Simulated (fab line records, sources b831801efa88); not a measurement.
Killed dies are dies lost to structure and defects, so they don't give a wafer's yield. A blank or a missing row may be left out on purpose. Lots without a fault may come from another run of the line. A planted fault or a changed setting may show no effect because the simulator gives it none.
One fault seen from 2 desks | flow sfq_line | each desk has only its own numbers; what lay behind them comes last

THE TOOL OWNER'S DESK: pvd_sputter-06
The tool's own readings at SFQ_TRILAYER_L0_DEP_SPUTTER_003 (material MoNx KI, target thk 40 nm, time 100 s): means of the sampled wafers that have a number, for each lot that ran on this tool. A lot is out of limits, marked OUT, if its mean lies more than 4 standard deviations from the usual mean; the brackets give that distance.
Columns: A = throttle_valve_pct at SFQ_TRILAYER_L0_DEP_SPUTTER_003, usual 29.7 %
lot  | first seen here | A
L923 | day 1 12:29     | 28.9
L931 | day 3 04:29     | 29.4
L935 | day 4 00:29     | 29.6
L936 | day 4 05:29     | 29.3
L939 | day 4 20:35     | 30.5
This desk's finding: nothing out of limits on any of the 5 lots.

THE METROLOGY DESK
What the gauges read, lot by lot, whatever tool the lot ran on: means of the sampled wafers that have a number. A lot is out of limits, marked OUT, if its mean lies more than 4 standard deviations from the usual mean; the brackets give that distance.
Columns: A = L0_MONX_KI_RS at SFQ_L0_RS_MEAS_901, usual 43.5 ohm/sq; B = L0_MONX_KI_THK at SFQ_L0_THK_MEAS_902, usual 39.7 nm; C = I7_OVL at SFQ_I7_OVL_MEAS_947, usual 0 nm; D = M8_AU_THK at SFQ_M8_THK_MEAS_950, usual 180.9 nm
lot  | first seen here | A              | B              | C  | D
L923 | day 1 12:35     | 43.4           | 40.0           | 5  | 181.4
L924 | day 1 17:36     | 43.3           | 40.0           | 2  | 181.0
L926 | day 2 03:34     | 43.5           | 39.8           | -9 | 180.8
L927 | day 2 08:54     | 43.5           | 39.7           | 8  | 180.0
L928 | day 2 13:34     | 43.4           | 39.9           | 4  | 176.8
L929 | day 2 18:35     | 43.9           | 39.1           | 0  | 180.0
L930 | day 2 23:37     | 43.9           | 39.4           | 3  | 181.3
L931 | day 3 04:34     | 43.2           | 40.0           | 1  | 180.1
L932 | day 3 09:34     | 43.4           | 39.9           | -1 | 182.7
L935 | day 4 00:38     | 43.4           | 39.8           | 1  | 185.3
L936 | day 4 05:34     | 34.0 (-24) OUT | 50.8 (+29) OUT | -5 | 181.6
L937 | day 4 10:37     | 42.8           | 40.3           | 3  | 186.5
L938 | day 4 15:49     | 43.8           | 39.6           | 4  | 181.9
L939 | day 4 20:43     | 33.7 (-24) OUT | 51.0 (+30) OUT | 1  | 184.9
This desk's finding: out of limits on L936, L939; first on L936, day 4 05:34 (L0_MONX_KI_RS at SFQ_L0_RS_MEAS_901). In limits: L923, L924, L926, L927, L928, L929, L930, L931, L932, L935, L937, L938.

PUT TOGETHER
The metrology desk could have raised an alarm at day 4 05:34, on L936, L939.
The tool owner's desk saw nothing out of limits.
The tool owner's desk has L936, L939 on record, within its limits.
Of the lots named, all ran SFQ_TRILAYER_L0_DEP_SPUTTER_003 on pvd_sputter-06.

WHAT THE SIMULATOR HAD PUT IN
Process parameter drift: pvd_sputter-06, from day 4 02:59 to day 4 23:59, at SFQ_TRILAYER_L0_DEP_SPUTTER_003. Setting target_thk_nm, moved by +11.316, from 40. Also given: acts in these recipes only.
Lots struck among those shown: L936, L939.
Hours from the fault's start to each desk's first reading out of limits: the metrology desk, 3.
